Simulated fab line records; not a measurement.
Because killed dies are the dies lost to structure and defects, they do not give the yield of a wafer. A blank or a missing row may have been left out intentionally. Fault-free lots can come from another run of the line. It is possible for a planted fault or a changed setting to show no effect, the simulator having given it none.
Split-lot trial ; flow sky130 ; route with 708 steps; 5 lots, 23 wafers read

THE SPLIT
At SKY_METAL2_SPUTTER_03 (material Ti, target thk 5 nm, time 3.3 s), the setting timeS was moved away from the recipe's 3.3 s on 4 of the 23 wafers read, by -12.0% to +8.0%. For the rest of the wafers, this setting stayed at what the recipe calls for.

Reading taken at the split's own step.

THE READING
Ti_of_METAL2_SPUTTER_03.thkNm (the simulator's own value, which no gauge read), in nm, at SKY_METAL2_SPUTTER_03 (material Ti, target thk 5 nm, time 3.3 s). There is no usual value for it anywhere in the file. Average 5.072 nm, standard deviation 0.1 nm, over the 19 wafers here run with the recipe.

wafer;tool, chamber at the split;timeS as run, s;against the recipe;Ti_of_METAL2_SPUTTER_03.thkNm, nm;against lot-mates on the recipe
L074.1;pvdSputter-04, -;3.565;+8.0%;5.273;+0.284
L074.2;pvdSputter-04, -;3.3;recipe;5.021;-
L074.3;pvdSputter-04, -;3.3;recipe;4.97;-
L074.4;pvdSputter-04, -;3.565;+8.0%;5.427;+0.438
L074.6;pvdSputter-04, -;3.3;recipe;4.975;-
L078.1;pvdSputter-03, -;3.3;recipe;5.28;-
L078.2;pvdSputter-03, -;3.3;recipe;5.268;-
L078.4;pvdSputter-03, -;3.3;recipe;5.089;-
L078.5;pvdSputter-03, -;3.3;recipe;5.25;-
L078.6;pvdSputter-03, -;3.3;recipe;5.036;-
L081.2;pvdSputter-04, -;3.3;recipe;5.076;-
L081.3;pvdSputter-04, -;3.3;recipe;5.007;-
L081.6;pvdSputter-04, -;3.3;recipe;5.118;-
L083.1;pvdSputter-03, -;3.3;recipe;4.912;-
L083.2;pvdSputter-03, -;3.3;recipe;4.997;-
L083.4;pvdSputter-03, -;3.3;recipe;5.065;-
L083.5;pvdSputter-03, -;3.3;recipe;4.922;-
L083.6;pvdSputter-03, -;3.3;recipe;5.099;-
L085.1;pvdSputter-01, -;2.903;-12.0%;4.484;-0.613
L085.2;pvdSputter-01, -;3.3;recipe;5.03;-
L085.3;pvdSputter-01, -;3.3;recipe;5.098;-
L085.4;pvdSputter-01, -;2.903;-12.0%;4.567;-0.530
L085.6;pvdSputter-01, -;3.3;recipe;5.163;-

FIT RESULTS
A straight line over all 23 wafers: Ti_of_METAL2_SPUTTER_03.thkNm changes by +0.0419 nm for each +1% of timeS; r = +0.87; the points scatter about the line by 0.11 nm.
The same after taking each lot's own level away (the mean of its wafers on the recipe; 23 wafers): +0.0467 nm for each +1%; r = +0.94; scatter 0.073 nm.
On that fit, the largest move of timeS shifts the reading by 0.56 nm.
The span of the lots' own levels, 4.9887 to 5.1846 nm, comes to 1.9 times the standard deviation stated above.
In other words, the slope is changed by the lot-to-lot level; the two fits disagree.
Check: for one of the wafers moved furthest among these (-12.0%), held out of the fit, the line's prediction against its lot-mates is -0.535 nm. It came out at -0.613 nm against them.

THE OTHER SPLITS THESE WAFERS WENT THROUGH
These wafers also went through other splits before the reading. Each is held against what the fit with the lots' levels taken away leaves over:
other split on the same wafers;wafers away from the commonest value;r with Ti_of_METAL2_SPUTTER_03.thkNm (lot level and that fit taken away)
SKY_CONTACT_CVD_24 pressureTorr;18;+0.01
SKY_METAL1_SPUTTER_04 powerW;8;-0.08
SKY_METAL1_EXPOSE_12 doseMj;10;-0.24
SKY_VIA1_HDPCVD_00 timeS;8;+0.13
SKY_VIA1_CVD_21 pressureTorr;18;-0.02

THE FILE'S OWN FIT
Ti_of_METAL2_SPUTTER_03.thkNm changes by +0.0467 nm for each +1% of timeS, r = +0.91.
